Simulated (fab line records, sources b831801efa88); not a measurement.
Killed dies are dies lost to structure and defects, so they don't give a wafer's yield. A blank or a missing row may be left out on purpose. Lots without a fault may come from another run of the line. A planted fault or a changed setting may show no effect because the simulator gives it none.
fab line records | flow sky130
record lots=5 wafers=23
route steps=708 shown VT_ADJUST_HVTP@88 VT_ADJUST_LVTN@105 VT_ADJUST_HVTR@141 SONOS_TUNNEL@156 SONOS_ONO@168 GATE_OXIDE@192 POLY_GATE@213 RES_PROTECT@214
start_h: hours from the record's first day to the start of the lot's first wafer shown | wait_h: hours since the lot's step before | " the same as in the row above | L1.1+2: a row that stands for several wafers | - no value, or no start given | * or withheld: withheld | < > ~ a bound
route shown NAME@n: a module of which the file shows steps, and the number in the route of the first | usual: mean/standard deviation of fault-free wafers | same: alike in all rows | chamber/n: place in a boat | sites: the reading at each site | _std_site: their standard deviation | _edge_site: outer sites' mean less inner sites' | radius_mm: how far each site lies from the wafer's centre | mask NAME#n: copy n | behind: the tool/chamber that last shaped the wafer | hold: why the lot was held/for how many hours/how that ended | device: the transistor (n, p or np) that didn't switch | end of line: the same wafers' tests at the end of the route | a step without rows: its recipe alone | killed: dies lost to structure and defects at the first sort, not the wafer's yield | map: a wafer's dies, x killed, . not, _ none there
set.NAME: the setting as run; set.NAME@STEP: as run at that earlier step | model.NAME: the simulator's own value behind a step, which no gauge read
lots whose settings were changed on purpose; a table a step, a row a wafer
## steps
# step SKY_VT_ADJUST_HVTP_SOFTBAKE_03
# recipe temp_c=90 time_s=60 resist=NOVOLAK
# columns lot.wafer tool chamber start_h wait_h set.temp_c
L074.1+3+5 litho_track-01 0 110.93 0.1 90
L074.2+6 " 0 " " 86.44
L077.1+2+3 litho_track-04 0 133.63 0.1 86.43
L077.4+5 " 0 " " 90
L079.2+3 litho_track-03 0 142.01 0.1 90
L079.4+5+6 " 0 " " 91.93
L080.1+5 litho_track-03 0 150.49 0.1 91.62
L080.2+3+4 " 0 " " 90
L082.4+5+6 litho_track-03 0 167.76 0.1 90
# step SKY_VT_ADJUST_HVTP_EXPOSE_04
# recipe mask_id=HVTPM na=0.6 source_shape=conventional sigma_outer=0.6 polarization=unpolarized target_cd_nm=380 dose_mj=140
# step SKY_VT_ADJUST_HVTP_PEB_05
# recipe temp_c=withheld time_s=* resist=NOVOLAK
# step SKY_VT_ADJUST_HVTP_DEVELOP_06
# recipe resist=NOVOLAK developer=TMAH develop_time_s=57.77 dev_temp_c=23
# columns lot.wafer tool chamber start_h wait_h set.temp_c@VT_ADJUST_HVTP_SOFTBAKE_03 model.NOVOLAK_of_VT_ADJUST_HVTP_COAT_02.thk_nm
L074.1 litho_track-01 0 119.28 0.1 90 1140
L074.2+6 " 0 " " 86.44 1151
L074.3 " 0 " " 90 1139
L074.5 " 0 " " 90 1138
L077.1 litho_track-04 0 142.43 0.1 86.43 1148
L077.2 " 0 " " 86.43 1153
L077.3 " 0 " " 86.43 1152
L077.4 " 0 " " 90 1144
L077.5 " 0 " " 90 1140
L079.2+3 litho_track-03 0 151.41 0.1 90 1140
L079.4+5 " 0 " " 91.93 1135
L079.6 " 0 " " 91.93 1132
L080.1 litho_track-04 0 159.63 0.1 91.62 1141
L080.2 " 0 " " 90 1141
L080.3 " 0 " " 90 1144
L080.4 " 0 " " 90 1142
L080.5 " 0 " " 91.62 1136
L082.4 litho_track-04 0 177.50 0.1 90 1142
L082.5 " 0 " " 90 1148
L082.6 " 0 " " 90 1146
# step SKY_VT_ADJUST_HVTP_IMPLANT_09
# recipe species=As energy_kev=150 dose_cm2=4.3e+12 tilt_deg=withheld
# step SKY_VT_ADJUST_HVTP_STRIP_10
# recipe chemistry=O2/N2 power_w=1400 pressure_mtorr=1500 platen_temp_c=withheld o2_flow_sccm=3000 n2_flow_sccm=300 overash_fraction=0.5
# usual strip_time_to_endpoint_s=14.19/0.032
# columns lot.wafer tool chamber start_h wait_h set.temp_c@VT_ADJUST_HVTP_SOFTBAKE_03 strip_time_to_endpoint_s
L074.1 plasma_asher-03 1 119.74 0.1 90 14.18
L074.2 " 0 " " 86.44 14.27
L074.3 " 0 " " 90 14.18
L074.5 " 0 " " 90 14.15
L074.6 " 1 " " 86.44 14.30
L077.1 plasma_asher-01 1 142.88 0.1 86.43 14.28
L077.2 " 0 " " 86.43 14.30
L077.3 " 0 " " 86.43 14.30
L077.4 " 1 " " 90 14.24
L077.5 " 0 " " 90 14.18
L079.2 plasma_asher-04 1 151.84 0.1 90 14.19
L079.3 " 0 " " 90 14.18
L079.4 " 1 " " 91.93 14.11
L079.5 " 1 " " 91.93 14.11
L079.6 " 0 " " 91.93 14.07
L080.1 plasma_asher-04 1 160.08 0.1 91.62 14.20
L080.2 " 0 " " 90 14.19
L080.3 " 1 " " 90 14.22
L080.4 " 0 " " 90 14.20
L080.5 " 0 " " 91.62 14.12
L082.4 plasma_asher-01 1 177.92 0.1 90 14.21
L082.5 " 1 " " 90 14.28
L082.6 " 0 " " 90 14.26
# step SKY_VT_ADJUST_LVTN_IMPLANT_08
# recipe species=B energy_kev=30 dose_cm2=1.57e+12 tilt_deg=withheld
# columns lot.wafer tool chamber start_h wait_h set.energy_kev model.implant.rp_nm model.implant.drp_nm
L074.1+2+5 implanter-01 0 138.35 0.0 30 100.1 42.97
L074.3+6 " 0 " " 30.68 102.3 43.69
L077.1+2 implanter-01 0 161.97 0.0 30 100.2 42.97
L077.3+4+5 " 0 " " 29.26 97.76 42.11
L079.2+3+5 implanter-04 0 171.09 0.0 28.29 88.9 40.82
L079.4+6 " 0 " " 30 94.14 42.97
L080.1+3+4 implanter-01 0 179.67 0.0 28.63 93.23 41.29
L080.2+5 " 0 " " 30 97.58 42.97
L082.4+5+6 implanter-04 0 198.72 0.1 30 99.99 42.97
# step SKY_VT_ADJUST_HVTR_STRIP_10
# recipe chemistry=O2/N2 power_w=1400 pressure_mtorr=1500 platen_temp_c=withheld o2_flow_sccm=3000 n2_flow_sccm=300 overash_fraction=0.5
# usual oes_product_au=0.716/0.0049 strip_time_to_endpoint_s=14.23/0.04
# columns lot.wafer tool chamber start_h wait_h set.power_w oes_product_au strip_time_to_endpoint_s
L074.1 plasma_asher-01 1 199.53 0.1 1301 0.683 15.11
L074.2 " 0 " " 1400 0.717 14.02
L074.3 " 0 " " 1400 0.721 14.18
L074.5 " 1 " " 1400 0.721 14.00
L074.6 " 0 " " 1301 0.685 15.04
L077.1 plasma_asher-03 1 225.72 0.1 1558 0.755 13.09
L077.2 " 0 " " 1400 0.718 14.29
L077.3 " 0 " " 1400 0.714 14.27
L077.4 " 1 " " 1558 0.766 13.12
L077.5 " 0 " " 1400 0.718 14.27
L079.2 plasma_asher-03 1 235.14 0.1 1400 0.727 14.17
L079.3 " 1 " " 1307 0.693 14.99
L079.4 " 0 " " 1307 0.691 15.01
L079.5 " 1 " " 1400 0.725 14.20
L079.6 " 0 " " 1307 0.689 15.02
L080.1 plasma_asher-01 0 246.92 0.1 1400 0.707 14.24
L080.2 " 1 " " 1400 0.714 14.21
L080.3 " 0 " " 1400 0.710 14.20
L080.4 " 1 " " 1400 0.710 14.23
L080.5 " 0 " " 1400 0.717 14.24
L082.4 plasma_asher-03 1 266.37 0.1 1400 0.718 14.25
L082.5 " 1 " " 1400 0.718 14.23
L082.6 " 0 " " 1400 0.719 14.25
# step SKY_SONOS_TUNNEL_COAT_02
# recipe resist=NOVOLAK spin_rpm=3000 resist_thk_nm=1140
# columns lot.wafer tool chamber start_h wait_h set.spin_rpm model.NOVOLAK_of_SONOS_TUNNEL_COAT_02.thk_nm
L074.1+6 litho_track-02 0 232.91 0.1 2878 1163
L074.2 " 0 " " 2878 1165
L074.3 " 0 " " 3000 1143
L074.5 " 0 " " 3000 1140
L077.1 litho_track-02 0 260.11 0.1 2815 1176
L077.2 " 0 " " 2815 1174
L077.3 " 0 " " 2815 1177
L077.4 " 0 " " 3000 1139
L077.5 " 0 " " 3000 1143
L079.2+4 litho_track-01 0 268.70 0.1 3000 1143
L079.3 " 0 " " 3174 1111
L079.5 " 0 " " 3000 1141
L079.6 " 0 " " 3174 1114
L080.1 litho_track-02 0 278.06 0.1 3000 1135
L080.2+3 " 0 " " 3000 1136
L080.4 " 0 " " 3000 1138
L080.5 " 0 " " 3000 1137
L082.4+6 litho_track-03 0 297.36 0.1 3000 1144
L082.5 " 0 " " 3000 1148
# step SKY_SONOS_TUNNEL_IMPLANT_09
# recipe species=B energy_kev=20 dose_cm2=1e+12 tilt_deg=withheld
# columns lot.wafer tool chamber start_h wait_h set.energy_kev model.implant.rp_nm model.implant.drp_nm
L074.1+5+6 implanter-02 0 245.19 0.0 20 65.59 28.34
L074.2+3 " 0 " " 18.88 61.96 27.21
L077.1+2+5 implanter-02 0 270.64 0.0 20 66.13 28.34
L077.3+4 " 0 " " 19.18 63.45 27.52
L079.2+3+5 implanter-02 0 278.77 0.0 20.94 69.44 29.39
L079.4+6 " 0 " " 20 66.36 28.34
L080.1+2+4 implanter-04 0 288.38 0.0 19.63 64.98 27.97
L080.3+5 " 0 " " 20 66.19 28.34
L082.4+5+6 implanter-02 0 312.23 0.1 20 66.19 28.34
# step SKY_SONOS_ONO_OXIDATION_00
# recipe temp_c=800 ambient=O2 idle_temp_c=700 ramp_up_c_per_min=10 ramp_down_c_per_min=3 stabilise_s=600 purge_s=300 target_thk_a=26 ox_time_s=1249
# columns lot.wafer tool chamber start_h wait_h set.ox_time_s model.SiO2_of_SONOS_ONO_OXIDATION_00.thk_nm
L074.1 - - - 2.4 1138 2.461
L074.2 " - " " 1138 2.472
L074.3 " - " " 1138 2.465
L074.5 " - " " 1138 2.489
L074.6 " - " " 1138 2.469
L077.1 - - - 3.3 1376 2.758
L077.2 " - " " 1376 2.84
L077.3 " - " " 1376 2.796
L077.4 " - " " 1376 2.807
L077.5 " - " " 1376 2.808
L079.2 - - - 0.0 1410 2.883
L079.3 " - " " 1410 2.864
L079.4 " - " " 1410 2.9
L079.5 " - " " 1410 2.89
L079.6 " - " " 1410 2.873
L080.1 - - - 0.0 1324 2.705
L080.2 " - " " 1324 2.729
L080.3 " - " " 1324 2.707
L080.4 " - " " 1324 2.743
L080.5 " - " " 1324 2.792
L082.4 furnace-02 0 313.98 1.3 1249 2.568
L082.5 " 0 " " 1249 2.564
L082.6 " 0 " " 1249 2.557
# step SKY_SONOS_ONO_THK_MEAS_01
# recipe reads=SiO2_of_SONOS_ONO_OXIDATION_00
# usual SONOS_ONO_OXIDATION_THK=2.62/0.052
# columns lot.wafer tool chamber start_h wait_h set.ox_time_s@SONOS_ONO_OXIDATION_00 SONOS_ONO_OXIDATION_THK[nm]
L074.1 film_metro-02 - - - 1138 2.44
L074.2 " - " " 1138 2.49
L074.3 " - " " 1138 2.49
L074.5 " - " " 1138 2.46
L074.6 " - " " 1138 2.47
L077.1 film_metro-03 - - - 1376 2.69
L077.2 " - " " 1376 2.88
L077.3 " - " " 1376 2.80
L077.4 " - " " 1376 2.80
L077.5 " - " " 1376 2.85
L079.2 film_metro-01 - - - 1410 2.88
L079.3 " - " " 1410 2.89
L079.4 " - " " 1410 2.93
L079.5 " - " " 1410 2.94
L079.6 " - " " 1410 2.87
L080.1 film_metro-01 - - - 1324 2.68
L080.2 " - " " 1324 2.73
L080.3 " - " " 1324 2.71
L080.4 " - " " 1324 2.76
L080.5 " - " " 1324 2.84
L082.4 film_metro-03 - 315.36 0.0 1249 2.56
L082.5 " - " " 1249 2.55
L082.6 " - " " 1249 2.57
# step SKY_SONOS_ONO_DEVELOP_12
# recipe develop_time_s=60 dev_temp_c=23
# columns lot.wafer tool chamber start_h wait_h set.dev_temp_c
L074.1+2 litho_track-02 0 315.81 0.1 19.63
L074.3+5+6 " 0 " " 23
L077.1+5 litho_track-02 0 317.31 0.1 23
L077.2+3+4 " 0 " " 21.07
L079.2+6 litho_track-02 0 317.64 0.1 23
L079.3+4+5 " 0 " " 25.57
L080.1+2+3+4+5 litho_track-03 0 322.19 0.1 23
L082.4+5+6 litho_track-02 0 342.94 0.1 23
# step SKY_SONOS_ONO_CD_MEAS_13
# recipe target_cd_nm=410
# usual cd_nm=409.9/2.4
# columns lot.wafer tool chamber start_h wait_h set.dev_temp_c@SONOS_ONO_DEVELOP_12 cd_nm
L074.1 cd_sem-01 - 315.96 0.1 19.63 402.9
L074.2 " - " " 19.63 401.9
L074.3 " - " " 23 410.9
L074.5 " - " " 23 411.9
L074.6 " - " " 23 411.0
L077.1 cd_sem-01 - 317.46 0.1 23 408.7
L077.2 " - " " 21.07 402.9
L077.3 " - " " 21.07 403.5
L077.4 " - " " 21.07 402.8
L077.5 " - " " 23 410.6
L079.2 cd_sem-02 - 317.93 0.3 23 413.2
L079.3 " - " " 25.57 421.3
L079.4 " - " " 25.57 422.0
L079.5 " - " " 25.57 418.3
L079.6 " - " " 23 412.6
L080.1 cd_sem-01 - 322.34 0.1 23 407.6
L080.2 " - " " 23 407.6
L080.3 " - " " 23 408.1
L080.4 " - " " 23 407.0
L080.5 " - " " 23 407.7
L082.4 cd_sem-01 - 343.07 0.1 23 409.9
L082.5 " - " " 23 409.6
L082.6 " - " " 23 411.9
# step SKY_SONOS_ONO_ETCH_15
# recipe target_depth_nm=19.52 chemistry=CHF3/O2 source_w=600 bias_w=200 pressure_mtorr=40 chf3_flow_sccm=50 O2_flow_sccm=5 time_s=7.8
# columns lot.wafer tool chamber start_h wait_h set.source_w set.dev_temp_c@SONOS_ONO_DEVELOP_12 model.SONOS_ONO.cd_nm
L074.1 rie_diel-03 1 316.12 0.0 600 19.63 402.9
L074.2 " 2 " " 641.2 19.63 401.7
L074.3 " 0 " " 600 23 410.9
L074.5 " 3 " " 600 23 412.1
L074.6 " 0 " " 641.2 23 411.3
L077.1 rie_diel-04 2 317.62 0.0 600 23 409.1
L077.2 " 0 " " 600 21.07 402.8
L077.3 " 3 " " 549.7 21.07 403.6
L077.4 " 2 " " 600 21.07 403.3
L077.5 " 3 " " 549.7 23 410.7
L079.2 rie_diel-01 2 318.07 0.0 544.7 23 413.5
L079.3 " 0 " " 600 25.57 421.4
L079.4 " 0 " " 600 25.57 422
L079.5 " 3 " " 544.7 25.57 418.5
L079.6 " 2 " " 544.7 23 412.7
L080.1+5 rie_diel-01 0 322.49 0.0 600 23 407.8
L080.2 " 1 " " 600 23 407.3
L080.3 " 3 " " 600 23 408.3
L080.4 " 2 " " 600 23 407.1
L082.4 rie_diel-03 2 343.17 0.0 600 23 410
L082.5 " 3 " " 600 23 410.3
L082.6 " 0 " " 600 23 411.8
# step SKY_GATE_OXIDE_COAT_05
# recipe resist=NOVOLAK spin_rpm=3000 resist_thk_nm=1140
# columns lot.wafer tool chamber start_h wait_h set.resist_thk_nm model.NOVOLAK_of_GATE_OXIDE_COAT_05.thk_nm
L074.1 litho_track-04 0 330.08 0.1 1094 1092
L074.2+5 " 0 " " 1140 1137
L074.3 " 0 " " 1140 1135
L074.6 " 0 " " 1094 1096
L077.1 litho_track-04 0 330.68 0.1 1140 1140
L077.2+5 " 0 " " 1140 1136
L077.3 " 0 " " 1140 1139
L077.4 " 0 " " 1140 1142
L079.2 litho_track-02 0 335.04 0.1 1140 1141
L079.3 " 0 " " 1140 1142
L079.4+6 " 0 " " 1140 1143
L079.5 " 0 " " 1140 1145
L080.1+5 litho_track-04 0 341.93 0.1 1172 1167
L080.2+4 " 0 " " 1140 1136
L080.3 " 0 " " 1172 1168
L082.4 litho_track-01 0 357.50 0.1 1140 1139
L082.5 " 0 " " 1140 1143
L082.6 " 0 " " 1140 1140
# step SKY_GATE_OXIDE_SOFTBAKE_06
# recipe temp_c=90 time_s=60 resist=NOVOLAK
# step SKY_GATE_OXIDE_EXPOSE_07
# recipe mask_id=LVOM na=0.6 source_shape=conventional sigma_outer=0.6 polarization=unpolarized target_cd_nm=600 dose_mj=170
# step SKY_GATE_OXIDE_IMPLANT_11
# recipe species=B energy_kev=10 dose_cm2=2.6e+12 tilt_deg=withheld
# step SKY_GATE_OXIDE_WET_ETCH_12
# recipe chemistry=dHF target_depth_nm=16.8 dry=n2_spin target=SiO2 dilution=100:1 temp_c=25 time_s=336
# step SKY_GATE_OXIDE_STRIP_13
# recipe chemistry=O2/N2 power_w=1400 pressure_mtorr=1500 platen_temp_c=withheld o2_flow_sccm=3000 n2_flow_sccm=300 overash_fraction=0.5
# usual strip_time_to_endpoint_s=14.18/0.037
# columns lot.wafer tool chamber start_h wait_h set.resist_thk_nm@GATE_OXIDE_COAT_05 strip_time_to_endpoint_s
L074.1 plasma_asher-01 0 344.82 0.0 1094 13.61
L074.2 " 1 " " 1140 14.14
L074.3 " 1 " " 1140 14.12
L074.5 " 1 " " 1140 14.14
L074.6 " 0 " " 1094 13.65
L077.1 plasma_asher-02 0 345.18 0.0 1140 14.19
L077.2 " 1 " " 1140 14.12
L077.3 " 1 " " 1140 14.18
L077.4 " 0 " " 1140 14.20
L077.5 " 0 " " 1140 14.12
L079.2 plasma_asher-02 1 348.58 0.0 1140 14.19
L079.3 " 1 " " 1140 14.21
L079.4 " 0 " " 1140 14.21
L079.5 " 1 " " 1140 14.23
L079.6 " 0 " " 1140 14.21
L080.1 plasma_asher-02 1 353.61 0.0 1172 14.46
L080.2 " 0 " " 1140 14.14
L080.3 " 0 " " 1172 14.47
L080.4 " 1 " " 1140 14.14
L080.5 " 1 " " 1172 14.46
L082.4 plasma_asher-04 1 371.75 0.0 1140 14.17
L082.5 " 1 " " 1140 14.22
L082.6 " 0 " " 1140 14.19
# step SKY_POLY_GATE_IMPLANT_02
# recipe species=P energy_kev=30 dose_cm2=7.7e+15 tilt_deg=0
# columns lot.wafer tool chamber start_h wait_h set.energy_kev model.implant.rp_nm model.implant.drp_nm
L074.1+5 implanter-04 0 375.59 0.1 30 37.2 16.6
L074.2+3+6 " 0 " " 28.99 36.35 16.26
L077.1+3+5 implanter-03 0 375.89 0.1 30 36.25 16.6
L077.2+4 " 0 " " 31.76 38.27 17.42
L079.2+4+6 implanter-04 0 385.65 0.1 30.63 37.57 16.89
L079.3+5 " 0 " " 30 36.84 16.6
L080.1+2+3+4+5 implanter-04 0 390.19 0.1 30 37.22 16.6
L082.4+5+6 implanter-01 0 403.96 0.1 30 36.61 16.6
# step SKY_RES_PROTECT_STRIP_07
# recipe chemistry=O2/N2 power_w=1400 pressure_mtorr=1500 platen_temp_c=withheld o2_flow_sccm=3000 n2_flow_sccm=300 overash_fraction=0.5
# usual strip_time_to_endpoint_s=23.28/0.032
# columns lot.wafer tool chamber start_h wait_h set.energy_kev@POLY_GATE_IMPLANT_02 strip_time_to_endpoint_s
L074.1 plasma_asher-02 1 375.74 0.1 30 23.23
L074.2 " 0 " " 28.99 22.93
L074.3 " 1 " " 28.99 23.00
L074.5 " 1 " " 30 23.30
L074.6 " 0 " " 28.99 22.98
L077.1 plasma_asher-01 1 376.04 0.1 30 23.30
L077.2 " 0 " " 31.76 23.81
L077.3 " 1 " " 30 23.33
L077.4 " 0 " " 31.76 23.81
L077.5 " 0 " " 30 23.30
L079.2 plasma_asher-01 1 385.78 0.1 30.63 23.46
L079.3 " 1 " " 30 23.22
L079.4 " 0 " " 30.63 23.41
L079.5 " 1 " " 30 23.25
L079.6 " 0 " " 30.63 23.48
L080.1 plasma_asher-01 0 390.34 0.1 30 23.31
L080.2 " 1 " " 30 23.29
L080.3 " 1 " " 30 23.27
L080.4 " 0 " " 30 23.26
L080.5 " 0 " " 30 23.26
L082.4 plasma_asher-01 1 404.07 0.1 30 23.25
L082.5 " 1 " " 30 23.27
L082.6 " 0 " " 30 23.28
# step SKY_RES_PROTECT_TW_MEAS_08
# usual POLY_GATE_TW=4056/28
# columns lot.wafer tool chamber start_h wait_h set.energy_kev@POLY_GATE_IMPLANT_02 POLY_GATE_TW
L074.1 film_metro-04 - 375.84 0.1 30 4038
L074.2 " - " " 28.99 4000
L074.3 " - " " 28.99 3994
L074.5 " - " " 30 4031
L074.6 " - " " 28.99 4021
L077.1 film_metro-03 - 376.14 0.1 30 4098
L077.2 " - " " 31.76 4157
L077.3 " - " " 30 4097
L077.4 " - " " 31.76 4171
L077.5 " - " " 30 4076
L079.2 film_metro-03 - 385.89 0.1 30.63 4128
L079.3 " - " " 30 4097
L079.4 " - " " 30.63 4129
L079.5 " - " " 30 4079
L079.6 " - " " 30.63 4130
L080.1 film_metro-01 - 390.44 0.1 30 4048
L080.2 " - " " 30 4064
L080.3 " - " " 30 4057
L080.4 " - " " 30 4074
L080.5 " - " " 30 4057
L082.4 film_metro-03 - 404.17 0.1 30 4101
L082.5 " - " " 30 4086
L082.6 " - " " 30 4080
# step SKY_POLY_GATE_ETCH_15
# recipe chemistry=N2/H2 target=BARC ion_energy_ev=200 source_w=500 bias_w=100 pressure_mtorr=30 n2_flow_sccm=100 h2_flow_sccm=200 stop_on=SiO2 time_s=118.5 target_depth_a=1100
# columns lot.wafer tool chamber start_h wait_h set.source_w model.KrF-thick_of_POLY_GATE_COAT_08.thk_nm
L077.1 rie_diel-02 0 407.09 0.0 500 344.6
L077.2 " 3 " " 500 341.5
L077.3 " 2 " " 467.4 350.8
L077.4 " 1 " " 467.4 352.3
L077.5 " 2 " " 500 345.9
L074.1 rie_diel-04 0 407.28 0.0 500 341.7
L074.2 " 2 " " 500 343.1
L074.3+5 " 3 " " 500 345.4
L074.6 " 0 " " 500 342.9
L079.2 rie_diel-02 0 417.74 0.0 500 344
L079.3 " 2 " " 500 344.3
L079.4 " 1 " " 500 345.9
L079.5 " 0 " " 500 344.8
L079.6 " 3 " " 500 341.4
L080.1 rie_diel-03 2 421.27 0.0 441.4 352.7
L080.2 " 0 " " 500 345.7
L080.3 " 1 " " 500 345.8
L080.4 " 1 " " 441.4 354.9
L080.5 " 2 " " 500 345.6
L082.4 rie_diel-04 0 435.24 0.0 500 346.2
L082.5 " 0 " " 500 345.5
L082.6 " 1 " " 500 348.1
## key
split step=SKY_VT_ADJUST_HVTP_SOFTBAKE_03 setting=temp_c stated=90 by=wafer
response step=SKY_VT_ADJUST_HVTP_DEVELOP_06 reading=model.NOVOLAK_of_VT_ADJUST_HVTP_COAT_02.thk_nm change=-2.66 per=1% r=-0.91
response step=SKY_VT_ADJUST_HVTP_STRIP_10 reading=strip_time_to_endpoint_s change=* per=1% r=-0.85
split step=SKY_VT_ADJUST_LVTN_IMPLANT_08 setting=energy_kev stated=30 by=wafer
response step=SKY_VT_ADJUST_LVTN_IMPLANT_08 reading=model.implant.rp_nm change=+0.94 per=1% r=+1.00
response step=SKY_VT_ADJUST_LVTN_IMPLANT_08 reading=model.implant.drp_nm change=+0.366 per=1% r=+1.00
split step=SKY_VT_ADJUST_HVTR_STRIP_10 setting=power_w stated=1400 by=wafer
response step=SKY_VT_ADJUST_HVTR_STRIP_10 reading=oes_product_au change=+0.00443 per=1% r=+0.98
response step=SKY_VT_ADJUST_HVTR_STRIP_10 reading=strip_time_to_endpoint_s change=* per=1% r=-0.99
split step=SKY_SONOS_TUNNEL_COAT_02 setting=spin_rpm stated=3000 by=wafer
response step=SKY_SONOS_TUNNEL_COAT_02 reading=model.NOVOLAK_of_SONOS_TUNNEL_COAT_02.thk_nm change=-5.47 per=1% r=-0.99
split step=SKY_SONOS_TUNNEL_IMPLANT_09 setting=energy_kev stated=20 by=wafer
response step=SKY_SONOS_TUNNEL_IMPLANT_09 reading=model.implant.rp_nm change=+0.652 per=1% r=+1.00
response step=SKY_SONOS_TUNNEL_IMPLANT_09 reading=model.implant.drp_nm change=+0.207 per=1% r=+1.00
split step=SKY_SONOS_ONO_OXIDATION_00 setting=ox_time_s stated=1249 by=lot
response step=SKY_SONOS_ONO_OXIDATION_00 reading=model.SiO2_of_SONOS_ONO_OXIDATION_00.thk_nm change=+0.0189 per=1% r=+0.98
response step=SKY_SONOS_ONO_THK_MEAS_01 reading=SONOS_ONO_OXIDATION_THK change=+0.0196 per=1% r=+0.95
split step=SKY_SONOS_ONO_DEVELOP_12 setting=dev_temp_c stated=23 by=wafer
response step=SKY_SONOS_ONO_CD_MEAS_13 reading=cd_nm change=+0.662 per=1% r=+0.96
response step=SKY_SONOS_ONO_ETCH_15 reading=model.SONOS_ONO.cd_nm change=+0.669 per=1% r=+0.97
split step=SKY_SONOS_ONO_ETCH_15 setting=source_w stated=600 by=wafer
response none clear
split step=SKY_GATE_OXIDE_COAT_05 setting=resist_thk_nm stated=1140 by=wafer
response step=SKY_GATE_OXIDE_COAT_05 reading=model.NOVOLAK_of_GATE_OXIDE_COAT_05.thk_nm change=+10.7 per=1% r=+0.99
response step=SKY_GATE_OXIDE_STRIP_13 reading=strip_time_to_endpoint_s change=* per=1% r=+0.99
split step=SKY_POLY_GATE_IMPLANT_02 setting=energy_kev stated=30 by=wafer
response step=SKY_POLY_GATE_IMPLANT_02 reading=model.implant.rp_nm change=+0.324 per=1% r=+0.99
response step=SKY_POLY_GATE_IMPLANT_02 reading=model.implant.drp_nm change=+0.13 per=1% r=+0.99
response step=SKY_RES_PROTECT_STRIP_07 reading=strip_time_to_endpoint_s change=* per=1% r=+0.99
response step=SKY_RES_PROTECT_TW_MEAS_08 reading=POLY_GATE_TW change=+12.3 per=1% r=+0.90
split step=SKY_POLY_GATE_ETCH_15 setting=source_w stated=500 by=wafer
response step=SKY_POLY_GATE_ETCH_15 reading=model.KrF-thick_of_POLY_GATE_COAT_08.thk_nm change=-0.804 per=1% r=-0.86
